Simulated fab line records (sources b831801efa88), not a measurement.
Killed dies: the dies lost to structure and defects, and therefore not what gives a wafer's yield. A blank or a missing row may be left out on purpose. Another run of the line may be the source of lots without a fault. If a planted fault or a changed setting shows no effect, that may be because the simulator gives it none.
A struck lot beside a sound one / flow sky130 / 15 out of 708 route steps
Sound: the wafers L184.2, L184.5, L184.6. Struck: wafer L192.1 (L192.2, L192.3, from the same lot, were not struck and are left out); the cause is given at the end.
For every step that has rows: the tool of each side, followed by ch and its chambers, followed by its first start. Under that, the readings that differ: sound wafers / struck wafers / difference of the means / sigmas: that difference in standard deviations of wafers without a fault.
alike: readings with means less than 2 such deviations apart, plus words and numbers identical on both sides. not compared: withheld readings, readings lacking a value on some wafer, bounds such as >300 that could conceal the same value, and numbers that have no deviation in the record and whose values overlap.
A row with sigmas, a row that says differs or no value, or rows on one side alone: a step with any of these is where the two part. Numbers that don't overlap but have no deviation are shown without sigmas and don't part them. A reading that every wafer of one side lacks parts them only if that side has two wafers or more.

first, 4 steps without rows for these wafers: SKY_SD_P_SOFTBAKE_03 (time 60 s); SKY_SD_P_EXPOSE_04 (exposes mask PSDM, target cd 380 nm); SKY_SD_P_PEB_05; SKY_SD_P_DEVELOP_06 (develop time 60 s).
SKY_SD_P_CD_MEAS_07 targets a cd of 380 nm.
  struck on cd sem-01, day 31 00:05; sound on cd sem-01, day 28 05:05
  alike: cd nm
SKY_SD_P_OVL_MEAS_08:
  struck on overlay-02, day 31 00:13; sound on overlay-01, day 28 05:11
  alike: SD_P_OVL
following that, these wafers have no rows for 1 step: SKY_SD_P_IMPLANT_09.
SKY_SD_P_STRIP_10: strips in O2/N2.
  sound on plasma asher-02 ch 0,1, day 28 05:22; struck on plasma asher-04 ch 0, day 31 00:24
  alike: drypump motor current A, o2 flow sccm, oes product au, strip time to endpoint s
  not compared: rf hours counter h
SKY_SD_P_TW_MEAS_11:
  struck on film metro-03, day 31 00:30; sound on film metro-03, day 28 05:28
  alike: SD_P_TW
then, 3 steps without rows for these wafers: SKY_RES_XHIGH_DEHYDRATE_00 (time 60 s); SKY_RES_XHIGH_HMDS_01 (prime time 60 s); SKY_RES_XHIGH_COAT_02 (resist thk 1140 nm).
SKY_RES_XHIGH_SOFTBAKE_03: time 60 s.
  sound on litho track-02 ch 0, day 28 19:20; struck on litho track-04 ch 0, day 31 14:37
reading=run length s (s); sound=89.09 89.16 89.07; struck=99.21; difference=+10.10; sigmas=+56
  alike: chill plate temp C
then, 2 steps without rows for these wafers: SKY_RES_XHIGH_EXPOSE_04 (exposes mask URPM, target cd 1270 nm); SKY_PAD_OPEN_PROBE_99.

WHERE THEY PART
At SKY_RES_XHIGH_SOFTBAKE_03 and nowhere else, as far as this record goes.

WHY: whatever the simulator had introduced
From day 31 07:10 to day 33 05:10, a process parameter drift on litho track-04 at SKY_RES_XHIGH_SOFTBAKE_03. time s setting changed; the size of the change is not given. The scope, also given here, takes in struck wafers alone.
